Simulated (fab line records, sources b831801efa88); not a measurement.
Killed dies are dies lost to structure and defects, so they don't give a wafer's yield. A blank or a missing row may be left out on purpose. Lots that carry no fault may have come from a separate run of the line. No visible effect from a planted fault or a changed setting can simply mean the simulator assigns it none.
fab line records | flow gf180mcu | part 2 of 2: steps 35 to 46 of 46
record: lots: 5 wafers: 15 last-day: 34
route steps=602 shown LVPWELL@64 MVSD@66 MVPSD@78 VT_IMPLANT@90
lots untouched by any fault: they come from a run of this same line in which no faults occurred
start-h: hours from the record's opening day to when the first of the lot's shown wafers began | wait-h: hours elapsed since this lot's preceding step | " repeats the value in the row above | L1.1+2: a single row standing in for several wafers | - either no value or no given start | * or withheld: withheld | < > ~ a bound
route shown NAME@n: NAME is a module with steps in the file, n the number in the route of the first one | usual: mean/standard deviation taken from wafers without a fault | same: alike in all rows | chamber/n: place in a boat | sites: readings site by site | _std_site: standard deviation across them | _edge_site: the outer-site mean with the inner-site mean subtracted | radius-mm: for every site, how far away it sits from the centre of the wafer | mask NAME#n: copy n | behind: the most recent tool/chamber to have shaped the wafer | hold: what put the lot on hold/how long, in hours/how the hold closed | device: the n, p or np transistor that did not switch | end of line: tests of these same wafers at the route's end | a step without rows: its recipe alone | killed: dies that structure and defects cost at the first sort, which is not the same as the wafer's yield | map: a wafer's dies, x killed, . not, _ none there
set.NAME: the setting as run; set.NAME@STEP: as run at that earlier step | model.NAME: the simulator's own value behind a step, which no gauge read
lots seen at some steps along the route; tables by step, rows by wafer
services: a tool's chamber out of use, with start hour (start-h, from the record's first day; less than 0 if before it), hours out, and reason
== steps ==
step: GF_VT_IMPLANT_IMPLANT_08
recipe: species: BF2 energy-kev: 20 dose-cm2: 8.29e+12 tilt-deg: 7
usual: dose-ions-cm2: 8.291e+12/8.6e+09
columns lot.wafer tool chamber start-h wait-h dose-ions-cm2
L084.2 implanter-01 0 176.68 0.0 8.307e+12
L084.5 " 0 " " 8.292e+12
L084.6 " 0 " " 8.292e+12
L089.1 implanter-04 0 205.13 0.0 8.269e+12
L089.5 " 0 " " 8.287e+12
L089.6 " 0 " " 8.29e+12
L090.3 implanter-01 0 209.58 0.1 8.288e+12
L090.4 " 0 " " 8.289e+12
L090.6 " 0 " " 8.309e+12
L091.1 implanter-01 0 215.91 0.0 8.29e+12
L091.4 " 0 " " 8.292e+12
L091.6 " 0 " " 8.31e+12
L096.1 implanter-01 0 245.26 0.0 8.29e+12
L096.2 " 0 " " 8.289e+12
L096.3 " 0 " " 8.279e+12
step: GF_VT_IMPLANT_STRIP_09
recipe: chemistry: O2/N2 power-w: 1400 pressure-mtorr: 1500 platen-temp-c: 250 o2-flow-sccm: 3000 n2-flow-sccm: 300 overash-fraction: 0.5
usual: drypump-motor-current-A: 5.2/0.48 heater-power-w: 305/35 oes-product-au: 0.716/0.0046 strip-time-to-endpoint-s: 12.64/0.037
same: overash-fraction: 0.5
columns lot.wafer tool chamber start-h wait-h drypump-motor-current-A heater-power-w oes-product-au rf-hours-counter-h strip-time-to-endpoint-s
L084.2 plasma-asher-01 0 176.81 0.1 5.6 287 0.721 53 12.67
L084.5 " 0 " " 5.6 281 0.714 - 12.67
L084.6 " 1 " " 4.8 276 0.712 - 12.68
L089.1 plasma-asher-01 0 205.28 0.1 5.6 275 0.709 57 12.64
L089.5 " 0 " " 5.6 280 0.712 - 12.59
L089.6 " 1 " " 4.8 265 0.719 - 12.64
L090.3 plasma-asher-01 1 209.82 0.2 4.8 275 0.728 - 12.68
L090.4 " 0 " " 5.6 277 0.710 - 12.68
L090.6 " 1 " " 4.8 272 0.720 - 12.67
L091.1 plasma-asher-04 1 216.06 0.1 5.3 342 0.719 41 12.66
L091.4 " 1 " " 5.3 349 0.719 - 12.66
L091.6 " 1 " " 5.2 357 0.719 - 12.63
L096.1 plasma-asher-01 1 245.41 0.1 4.8 274 0.723 61 12.67
L096.2 " 0 " " 5.6 286 0.714 61 12.66
L096.3 " 1 " " 4.8 266 0.717 - 12.65
step: GF_VT_IMPLANT_TW_MEAS_10
usual: VT_IMPLANT_TW: 566/5.3
columns lot.wafer tool chamber start-h wait-h VT_IMPLANT_TW
L084.2 film-metro-03 - 176.92 0.1 560
L084.5 " - " " 559
L084.6 " - " " 561
L089.1 film-metro-03 - 205.38 0.1 559
L089.5 " - " " 560
L089.6 " - " " 558
L090.3 film-metro-04 - 209.90 0.1 564
L090.4 " - " " 562
L090.6 " - " " 563
L091.1 film-metro-02 - 216.16 0.1 572
L091.4 " - " " 570
L091.6 " - " " 568
L096.1 film-metro-02 - 245.51 0.1 566
L096.2 " - " " 570
L096.3 " - " " 569
step: GF_VT_IMPLANT_DEHYDRATE_11
recipe: temp-c: 200 time-s: 60
columns lot.wafer tool chamber start-h wait-h
L084.2+5+6 litho-track-01 0 184.14 7.2
L089.1+5+6 litho-track-03 0 214.15 8.8
L090.3+4+6 litho-track-03 0 218.35 8.4
L091.1+4+6 litho-track-04 0 223.82 7.7
L096.1+2+3 litho-track-04 0 254.92 9.4
step: GF_VT_IMPLANT_HMDS_12
recipe: prime-time-s: 60 prime-temp-c: 120
same: prime-time-s: 60
columns lot.wafer tool chamber start-h wait-h
L084.2+5+6 litho-track-01 0 184.29 0.1
L089.1+5+6 litho-track-03 0 214.30 0.1
L090.3+4+6 litho-track-03 0 218.50 0.1
L091.1+4+6 litho-track-04 0 223.97 0.1
L096.1+2+3 litho-track-04 0 255.07 0.1
step: GF_VT_IMPLANT_COAT_13
recipe: resist: NOVOLAK spin-rpm: 3000 resist-thk-nm: 1000
columns lot.wafer tool chamber start-h wait-h
L084.2+5+6 litho-track-01 0 184.44 0.1
L089.1+5+6 litho-track-03 0 214.45 0.1
L090.3+4+6 litho-track-03 0 218.65 0.1
L091.1+4+6 litho-track-04 0 224.12 0.1
L096.1+2+3 litho-track-04 0 255.22 0.1
step: GF_VT_IMPLANT_SOFTBAKE_14
recipe: temp-c: 90 time-s: 60 resist: NOVOLAK
columns lot.wafer tool chamber start-h wait-h
L084.2+5+6 litho-track-01 0 184.59 0.1
L089.1+5+6 litho-track-03 0 214.60 0.1
L090.3+4+6 litho-track-03 0 218.80 0.1
L091.1+4+6 litho-track-04 0 224.27 0.1
L096.1+2+3 litho-track-04 0 255.37 0.1
step: GF_VT_IMPLANT_EXPOSE_15
recipe: mask-id: Nwell_LV_AREA target-cd-nm: 860 na: 0.6 source-shape: conventional sigma-outer: 0.6 dose-mj: 140
same: sigma-outer: 0.6
columns lot.wafer tool chamber start-h wait-h mask
L084.2+5+6 iline-stepper-01 0 - - Nwell_LV_AREA#0
L089.1+5+6 iline-stepper-01 0 - - Nwell_LV_AREA#0
L090.3+4+6 iline-stepper-02 0 - - Nwell_LV_AREA#0
L091.1+4+6 iline-stepper-02 0 - - Nwell_LV_AREA#0
L096.1+2+3 iline-stepper-02 0 - - Nwell_LV_AREA#0
step: GF_VT_IMPLANT_PEB_16
recipe: temp-c: withheld time-s: * resist: NOVOLAK
columns lot.wafer tool chamber start-h wait-h
L084.2+5+6 litho-track-01 0 - -
L089.1+5+6 litho-track-03 0 - -
L090.3+4+6 litho-track-04 0 - -
L091.1+4+6 litho-track-03 0 - -
L096.1+2+3 litho-track-03 0 - -
step: GF_VT_IMPLANT_DEVELOP_17
recipe: develop-time-s: 60 dev-temp-c: 23
columns lot.wafer tool chamber start-h wait-h
L084.2+5+6 litho-track-01 0 192.44 0.1
L089.1+5+6 litho-track-03 0 223.15 0.1
L090.3+4+6 litho-track-04 0 227.32 0.1
L091.1+4+6 litho-track-03 0 233.35 0.1
L096.1+2+3 litho-track-03 0 264.20 0.1
step: GF_VT_IMPLANT_OVL_MEAS_18
usual: VT_IMPLANT_01_OVL: 0.2/1.3
columns lot.wafer tool chamber start-h wait-h VT_IMPLANT_01_OVL[nm]
L084.2 overlay-02 - 192.58 0.1 -1.4
L084.5 " - " " -1.2
L084.6 " - " " 0.2
L089.1 overlay-01 - 223.30 0.1 -1.0
L089.5 " - " " -1.7
L089.6 " - " " -1.6
L090.3 overlay-01 - 227.43 0.1 -0.2
L090.4 " - " " 0.8
L090.6 " - " " 0.2
L091.1 overlay-01 - 233.50 0.1 1.3
L091.4 " - " " 0.8
L091.6 " - " " 0.9
L096.1 overlay-01 - 264.35 0.1 -1.0
L096.2 " - " " -0.4
L096.3 " - " " -0.6
step: GF_VT_IMPLANT_IMPLANT_19
recipe: species: As energy-kev: 100 dose-cm2: 4.35e+12 tilt-deg: 7
usual: dose-ions-cm2: 4.35e+12/4.5e+09
columns lot.wafer tool chamber start-h wait-h dose-ions-cm2
L084.2 implanter-04 0 192.63 0.0 4.343e+12
L084.5 " 0 " " 4.348e+12
L084.6 " 0 " " 4.346e+12
L089.1 implanter-02 0 223.33 0.0 4.362e+12
L089.5 " 0 " " 4.356e+12
L089.6 " 0 " " 4.352e+12
L090.3 implanter-01 0 227.51 0.1 4.356e+12
L090.4 " 0 " " 4.346e+12
L090.6 " 0 " " 4.351e+12
L091.1 implanter-02 0 233.53 0.0 4.349e+12
L091.4 " 0 " " 4.348e+12
L091.6 " 0 " " 4.359e+12
L096.1 implanter-01 0 264.38 0.0 4.353e+12
L096.2 " 0 " " 4.352e+12
L096.3 " 0 " " 4.358e+12
== services ==
columns tool chamber start-h hours kind
plasma-asher-03 - 108.75 9.0 pm
implanter-04 - 134.03 3.2 repair
iline-stepper-01 - 136.32 1.8 repair
iline-stepper-02 - 137.57 4.4 repair
iline-stepper-02 - 141.99 1.7 pm
implanter-03 - 144.82 0.5 repair
plasma-asher-01 - 155.15 2.8 pm
iline-stepper-01 - 156.89 1.7 pm
implanter-03 - 160.35 2.9 repair
implanter-02 - 167.68 4.7 pm
plasma-asher-03 - 169.62 14.6 pm
implanter-01 - 172.34 2.0 repair
implanter-03 - 174.35 37.0 repair
implanter-02 - 179.17 1.2 repair
iline-stepper-01 - 187.18 2.1 pm
iline-stepper-01 - 189.27 - consumable-replace:lamp
implanter-03 - 211.31 5.3 pm
plasma-asher-01 - 225.02 1.3 repair
iline-stepper-02 - 226.90 2.1 pm
plasma-asher-04 - 227.94 4.3 repair
iline-stepper-02 - 228.98 - consumable-replace:lamp
implanter-04 - 244.51 1.8 repair
implanter-04 - 252.95 2.3 repair
implanter-02 - 258.35 17.6 pm
